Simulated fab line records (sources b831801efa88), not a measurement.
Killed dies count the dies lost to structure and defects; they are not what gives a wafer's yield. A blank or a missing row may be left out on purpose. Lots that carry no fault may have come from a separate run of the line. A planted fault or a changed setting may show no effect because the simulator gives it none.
A lot that was struck, set against a sound lot | flow gf180mcu | 17 out of 602 route steps
Sound: the wafers L155.1, L155.5, L155.6. Wafers struck: L163.1, L163.5, L163.6. The cause is given at the end.
At each step with rows: each side's tool, then ch and its chambers, then its first start. Under that, the readings that differ: sound wafers | struck wafers | difference of the means | sigmas: that difference in standard deviations of wafers without a fault.
alike: same words and numbers on both sides, and readings whose means sit less than 2 such deviations apart. not compared: any withheld reading, any reading some wafer has no value for, any bound like >300 that may hide the same value, and any number with overlapping values for which the record gives no deviation.
The two part at a step that has a row with sigmas, a row that says differs or no value, or rows on one side only. When numbers do not overlap yet have no deviation, they are printed without sigmas and do not part them. A reading that every wafer of one side lacks parts them only if that side has two wafers or more.

first, 2 steps without rows for these wafers: GF_MVSD_IMPLANT_08; GF_MVSD_IMPLANT_09.
GF_MVSD_STRIP_10: strips in O2/N2.
  sound on plasma-asher-02 ch 0,1, day 5 14:43; struck on plasma-asher-02 ch 0,1, day 7 16:56
  reading                      | sound             | struck            | difference | sigmas
  strip-time-to-endpoint-s (s) | 36.81 36.91 36.86 | 37.09 37.04 37.04 | +0.20      | +3
  alike: chamber-pressure-mTorr, drypump-motor-current-A, heater-power-w, oes-product-au
  not compared: rf-hours-counter-h
GF_MVSD_TW_MEAS_11:
  sound on film-metro-04 at day 5 14:49; struck on film-metro-03 at day 7 17:02
  reading | sound          | struck         | difference | sigmas
  MVSD_TW | 1607 1600 1589 | 1567 1553 1560 | -39        | -2
then, 7 steps without rows for these wafers: GF_MVPSD_DEHYDRATE_00 (time 60 s); GF_MVPSD_HMDS_01 (prime time 60 s); GF_MVPSD_COAT_02 (resist thk 3000 nm); GF_MVPSD_SOFTBAKE_03; GF_MVPSD_EXPOSE_04 (exposes mask MVPSD, target cd 1000 nm); GF_MVPSD_PEB_05; GF_MVPSD_DEVELOP_06 (develop time 60 s).
GF_MVPSD_OVL_MEAS_07:
  sound on overlay-02 at day 6 05:14; struck on overlay-02 at day 8 08:29
  alike: MVPSD_OVL
GF_MVPSD_IMPLANT_08:
  sound on implanter-01 ch 0, day 6 05:17; struck on implanter-03 ch 0, day 8 08:32
  reading                   | sound             | struck            | difference | sigmas
  implant-ion-amu           | 11 11 11          | 49 49 49          | +38        |
  model.implant.rp-nm (nm)  | 495.7 495.7 495.7 | 119.9 119.9 119.9 | -375.8     |
  model.implant.drp-nm (nm) | 102.4 102.4 102.4 | 49.81 49.81 49.81 | -52.59     |
next, for these wafers, 1 step has no rows: GF_MVPSD_IMPLANT_09.
GF_MVPSD_STRIP_10: strips in O2/N2.
  sound on plasma-asher-02 ch 0,1, day 6 05:35; struck on plasma-asher-03 ch 0,1, day 8 08:50
  alike: chamber-pressure-mTorr, drypump-motor-current-A, heater-power-w, oes-product-au, strip-time-to-endpoint-s
  not compared: rf-hours-counter-h
GF_MVPSD_TW_MEAS_11:
  sound on film-metro-03 at day 6 05:41; struck on film-metro-03 at day 8 09:16
  reading  | sound       | struck         | difference | sigmas
  MVPSD_TW | 544 545 540 | 1022 1020 1022 | +478       | +70
  not compared: hold
GF_PASSIVATION_PROBE_99:
  the record has rows for the sound wafers here (prober-02, day 30 06:48) and none for the struck ones

== WHERE THEY PART ==
First at GF_MVSD_STRIP_10; last, within this record, at GF_PASSIVATION_PROBE_99.

WHY: whatever the simulator had introduced
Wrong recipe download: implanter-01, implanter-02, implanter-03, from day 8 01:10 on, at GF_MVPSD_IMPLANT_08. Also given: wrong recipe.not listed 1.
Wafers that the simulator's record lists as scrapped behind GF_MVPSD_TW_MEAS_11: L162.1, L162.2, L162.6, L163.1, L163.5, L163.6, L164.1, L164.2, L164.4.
